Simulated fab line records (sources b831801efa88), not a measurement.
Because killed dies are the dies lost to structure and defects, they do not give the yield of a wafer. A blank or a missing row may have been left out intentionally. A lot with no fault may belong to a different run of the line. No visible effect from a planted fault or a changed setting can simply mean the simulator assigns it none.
Which of the tools did it? || flow sky130 || Sampling: 6 lots, 18 wafers, 2 of 708 route steps

WHAT EACH GAUGE READ, for each wafer
SKY_NWELL_TW_MEAS_26.
{"lot": "L888", "measured": "day 6 16:43", "on": "film_metro-04", "NWELL_2_TW": "498 504 502"}
{"lot": "L892", "measured": "day 7 11:10", "on": "film_metro-04", "NWELL_2_TW": "886 888 898"}
{"lot": "L897", "measured": "day 9 01:32", "on": "film_metro-01", "NWELL_2_TW": "489 490 490"}
{"lot": "L901", "measured": "day 9 19:08", "on": "film_metro-03", "NWELL_2_TW": "488 487 490"}
{"lot": "L903", "measured": "day 10 11:04", "on": "film_metro-04", "NWELL_2_TW": "506 504 503"}
{"lot": "L905", "measured": "day 10 22:13", "on": "film_metro-04", "NWELL_2_TW": "500 505 503"}

WHICH TOOL RAN EACH LOT (tool, then ch and the chambers of the sampled wafers, then the start)
{"lot": "L888", "SKY_NWELL_IMPLANT_24": "implanter-02 ch 0, day 6 16:28"}
{"lot": "L892", "SKY_NWELL_IMPLANT_24": "implanter-01 ch 0, day 7 10:55"}
{"lot": "L897", "SKY_NWELL_IMPLANT_24": "implanter-02 ch 0, day 9 01:17"}
{"lot": "L901", "SKY_NWELL_IMPLANT_24": "implanter-04 ch 0, day 9 18:54"}
{"lot": "L903", "SKY_NWELL_IMPLANT_24": "implanter-01 ch 0, day 10 10:49"}
{"lot": "L905", "SKY_NWELL_IMPLANT_24": "implanter-02 ch 0, day 10 21:58"}
- SKY_NWELL_IMPLANT_24

THE ANSWER, worked out from the rows above alone
Rule: the usual values come from the lots themselves. The widest of any qualifying gaps counts: lots, ordered by their means at a reading, are off when they make up no more than a third of the lots, leave a main group of 4 or more, and stand apart from it by 3 or more times the standard deviation of that group's means. The tables above print the reading to a certain number of digits; a main group whose means all agree to those digits is not used. Also off: a lot with no number at a reading for which 4 or more lots have one. Where the step has rows for the other lots, those lots are counted as sound.
Off: L892, seen at SKY_NWELL_TW_MEAS_26 (NWELL_2_TW). The main group has a mean of 497 with a standard deviation of 6.8.
If a tool, at a process step before that reading, ran all the lots that are off and no sound lot after the first of them, it fits. Those tools and the gauges at SKY_NWELL_TW_MEAS_26 are tried in the same way. Of those tried, none fits.

WHAT THE SIMULATOR PUT IN
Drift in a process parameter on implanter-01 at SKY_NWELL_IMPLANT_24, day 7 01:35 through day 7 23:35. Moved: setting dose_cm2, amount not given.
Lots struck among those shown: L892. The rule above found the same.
